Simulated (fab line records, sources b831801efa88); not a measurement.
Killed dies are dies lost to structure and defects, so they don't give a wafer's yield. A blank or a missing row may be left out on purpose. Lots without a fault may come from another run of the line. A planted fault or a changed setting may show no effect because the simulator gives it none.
Which tool did it? | flow gf180mcu | 14 lots, 42 wafers sampled, at 3 steps of a route of 602

WHAT THE GAUGES READ, wafer by wafer
GF_V5_OVL_MEAS_15. Usual: V5_OVL 2 nm, standard deviation 5.9.
lot  | measured     | on         | V5_OVL (nm) | flag
L695 | day 27 20:32 | overlay-01 | 0 -1 1      |
L696 | day 27 23:23 | overlay-02 | -11 -15 -8  |
L697 | day 28 03:01 | overlay-02 | 7 3 10      |
L698 | day 28 21:05 | overlay-02 | 9 12 3      |
L699 | day 29 12:27 | overlay-02 | -17 -5 -12  |
L700 | day 29 16:04 | overlay-02 | -2 6 1      |
L705 | day 31 08:11 | overlay-02 | -6 4 -4     |
L706 | day 31 09:09 | overlay-01 | 2 7 1       |
L707 | day 31 15:12 | overlay-01 | 2 0 0       |
L711 | day 32 19:02 | overlay-01 | 9 -1 2      |
L712 | day 32 22:29 | overlay-01 | 8 6 2       |
L713 | day 33 00:35 | overlay-02 | -11 -7 -5   |
L716 | day 33 18:35 | overlay-02 | -11 0 -8    |
L717 | day 34 07:44 | overlay-02 | 8 4 8       |

WHICH TOOL RAN EACH LOT (tool, then ch and the chambers of the sampled wafers, then the start)
lot  | GF_M3_SPUTTER_01             | GF_V5_CMP_04
L695 | pvd_sputter-01, day 20 19:19 | cmp-01 ch 2,3, day 26 23:56
L696 | pvd_sputter-04, day 21 01:09 | cmp-01 ch 0,1,3, day 27 02:22
L697 | pvd_sputter-01, day 21 07:45 | cmp-01 ch 0,2,3, day 27 06:09
L698 | pvd_sputter-01, day 22 02:08 | cmp-01 ch 0,1,3, day 28 00:21
L699 | pvd_sputter-02, day 22 13:50 | cmp-01 ch 0,2,3, day 28 16:33
L700 | pvd_sputter-01, day 23 01:13 | cmp-01 ch 0,2, day 28 21:03
L705 | pvd_sputter-01, day 25 04:01 | cmp-01 ch 0,3, day 30 13:47
L706 | pvd_sputter-01, day 25 04:37 | cmp-01 ch 0,1,2, day 30 14:23
L707 | pvd_sputter-02, day 25 07:53 | cmp-02 ch 0,1, day 30 20:25
L711 | pvd_sputter-02, day 26 23:56 | cmp-02 ch 0,2,3, day 32 01:50
L712 | pvd_sputter-02, day 27 00:43 | cmp-02 ch 0,1,2, day 32 05:40
L713 | pvd_sputter-02, day 27 03:19 | cmp-02 ch 0,1, day 32 07:09
L716 | pvd_sputter-04, day 28 01:59 | cmp-02 ch 0,2,3, day 33 01:19
L717 | pvd_sputter-02, day 28 20:46 | cmp-01 ch 0,1,3, day 33 14:46
- GF_M3_SPUTTER_01: material TiN, target thk 30 nm, time 25 s.
- GF_V5_CMP_04: polishes SiO2.

WHAT THE TOOLS THEMSELVES READ (means of the sampled wafers that have a number; where no wafer has one, the mark that the record gives instead)
GF_M3_SPUTTER_01. Usual: throttle_valve_pct 29.8 %, standard deviation 1.4.
lot  | tool           | throttle_valve_pct (%) | flag
L695 | pvd_sputter-01 | 28.7                   |
L696 | pvd_sputter-04 | 32.0                   |
L697 | pvd_sputter-01 | 29.8                   |
L698 | pvd_sputter-01 | 29.7                   |
L699 | pvd_sputter-02 | 30.4                   |
L700 | pvd_sputter-01 | 29.8                   |
L705 | pvd_sputter-01 | 28.6                   |
L706 | pvd_sputter-01 | 28.6                   |
L707 | pvd_sputter-02 | 30.4                   |
L711 | pvd_sputter-02 | 29.8                   |
L712 | pvd_sputter-02 | 30.0                   |
L713 | pvd_sputter-02 | 29.0                   |
L716 | pvd_sputter-04 | 30.6                   |
L717 | pvd_sputter-02 | 29.7                   |

GF_V5_CMP_04. Usual: motor_current_A 12.1 A, standard deviation 1.7; slurry_flow_ml_min 150.0, standard deviation 0.46.
lot  | tool   | motor_current_A (A) | slurry_flow_ml_min | flag
L695 | cmp-01 | 12.9                | 150.0              |
L696 | cmp-01 | 12.2                | 149.7              |
L697 | cmp-01 | 12.0                | 149.9              |
L698 | cmp-01 | 11.9                | 149.5              |
L699 | cmp-01 | 12.0                | 149.9              |
L700 | cmp-01 | 11.2                | 150.0              |
L705 | cmp-01 | 12.9                | 150.4              |
L706 | cmp-01 | 10.9                | 149.8              |
L707 | cmp-02 | 11.5                | 149.7              |
L711 | cmp-02 | 12.8                | 150.2              |
L712 | cmp-02 | 12.7                | 150.1              |
L713 | cmp-02 | 11.3                | 149.8              |
L716 | cmp-02 | 12.4                | 149.6              |
L717 | cmp-01 | 12.1                | 149.8              |

THE ANSWER, worked out from the rows above alone
Rule: a lot is off if the mean of its wafers that have a number lies more than 3 standard deviations from the usual mean. A lot without any number at a reading at which 4 lots or more have one is off too. The other lots that the step has rows for count as sound. The gauges are gone through in route order, then the tools' own readings, and for those a lot's mean is taken as printed above. The first step at which some lot is off is used, and at that step the reading that is off furthest; a lot without a number counts as furthest.
No lot is off at any reading shown: from this, nothing can be told.

WHAT THE SIMULATOR HAD PUT IN
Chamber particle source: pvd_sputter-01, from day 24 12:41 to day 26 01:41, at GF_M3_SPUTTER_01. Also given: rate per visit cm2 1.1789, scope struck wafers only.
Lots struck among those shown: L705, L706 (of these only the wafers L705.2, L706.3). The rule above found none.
